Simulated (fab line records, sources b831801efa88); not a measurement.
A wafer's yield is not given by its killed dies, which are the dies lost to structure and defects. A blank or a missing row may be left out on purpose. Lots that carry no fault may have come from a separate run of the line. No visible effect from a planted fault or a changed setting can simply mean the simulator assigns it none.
Struck lot and sound lot, side by side || flow sky130 || 13 out of 708 route steps
Sound: wafers L691.2, L691.4, L691.5. The struck wafers were L680.4, L680.5, L680.6. The cause is given at the end.
For every step that has rows: the tool of each side, followed by ch and its chambers, followed by its first start. Under that, the readings that differ: sound wafers || struck wafers || difference of the means || sigmas: that difference in standard deviations of wafers without a fault.
alike: readings with means less than 2 such deviations apart, plus words and numbers identical on both sides. not compared: withheld readings, readings lacking a value on some wafer, bounds such as >300 that could conceal the same value, and numbers that have no deviation in the record and whose values overlap.
The two part at a step that has a row with sigmas, a row that says differs or no value, or rows on one side only. Numbers that have no deviation but don't overlap get no sigmas and don't part them. A reading missing from all wafers of one side parts the sides only when that side holds two or more wafers.

SKY_VIA2_CD_MEAS_12 targets a cd of 200 nm.
  sound on cd-sem-02, day 42 20:10; struck on cd-sem-02, day 39 07:40
  alike: cd-nm
SKY_VIA2_OVL_MEAS_13:
  sound on overlay-01, day 42 20:17; struck on overlay-01, day 39 07:44
  alike: VIA2_OVL
SKY_VIA2_ETCH_14: etches BARC in N2/H2, stops on SiO2, time 45.9 s, target depth 60 nm.
  sound on rie-diel-01 ch 0,1,3, day 42 20:19; struck on rie-diel-02 ch 0,1,2, day 39 07:46
  alike: bias-w, drypump-motor-current-A, oes-product-au, rf-fwd-power-W, throttle-valve-pct
  not compared: rf-hours-counter-h
SKY_VIA2_ETCH_15: etches SiO2 in C4F8/O2/Ar, stops on TiN, target depth 546 nm, time 84 s.
  sound on rie-diel-01 ch 0,1,3, day 42 20:21; struck on rie-diel-02 ch 0,1,2, day 39 07:48
  alike: bias-w, oes-product-au, rf-fwd-power-W
SKY_VIA2_STRIP_16: strips in O2/N2.
  sound on plasma-asher-03 ch 0,1, day 42 20:25; struck on plasma-asher-03 ch 0,1, day 39 07:53
  alike: drypump-motor-current-A, oes-product-au, strip-time-to-endpoint-s
  not compared: rf-hours-counter-h
then, 3 steps without rows for these wafers: SKY_VIA2_STRIP_17 (strips in post etch residue remover, time 1200 s); SKY_VIA2_CLEAN_18 (cleans in IPA, time 180 s); SKY_VIA2_CLEAN_19 (cleans in O3/DIW).
SKY_VIA2_SPUTTER_20: material TiN, target thk 20 nm, time 80 s.
  sound on pvd-sputter-04, day 42 21:00; struck on pvd-sputter-04, day 39 08:29
  alike: throttle-valve-pct
SKY_VIA2_CVD_21: deposits W, target thk 420 nm, time 126.4 s.
  sound on cvd-w-02 ch 0,1, day 42 21:04; struck on cvd-w-02 ch 0, day 39 08:41
  alike: heater-power-outer-w, heater-power-w
SKY_VIA2_RS_MEAS_22: the measuring method here is four-point-probe.
  sound on film-metro-02, day 42 21:13; struck on film-metro-02, day 39 08:52
  alike: VIA2_W_RS
SKY_VIA2_THK_MEAS_23: measures by xrf.
  sound on film-metro-02, day 42 21:19; struck on film-metro-02, day 39 08:58
  alike: VIA2_W_THK
SKY_VIA2_CMP_24: polishes, stops on SiO2, t overpolish 20 s, target thk 0 nm.
  sound on cmp-02 ch 0,1,2, day 42 21:22; struck on cmp-01 ch 1,2, day 39 08:59
  no value came back on the struck wafers for any of 5 readings (edge-zone-pressure-frac, head-pressure-psi (psi) and others); on the sound wafers edge-zone-pressure-frac reads 0.995 0.996 1.000
{"reading": "model.W_of_VIA2_CVD_21.thk-nm (nm)", "sound": "0 0 0", "struck": "423.8 423.8 420.6", "difference": "+422.7", "sigmas": ""}
{"reading": "model.SiO2_of_VIA2_HDPCVD_00.thk-nm (nm)", "sound": "491.3 489.1 490.2", "struck": "494.9 494.1 495", "difference": "+4.5", "sigmas": ""}

== WHERE THEY PART ==
Only at SKY_VIA2_CMP_24, as far as this record shows.

WHY: whatever the simulator had introduced
At SKY_VIA2_CMP_24, the step was skipped entirely on cmp-01 from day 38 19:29 on. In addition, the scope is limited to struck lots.
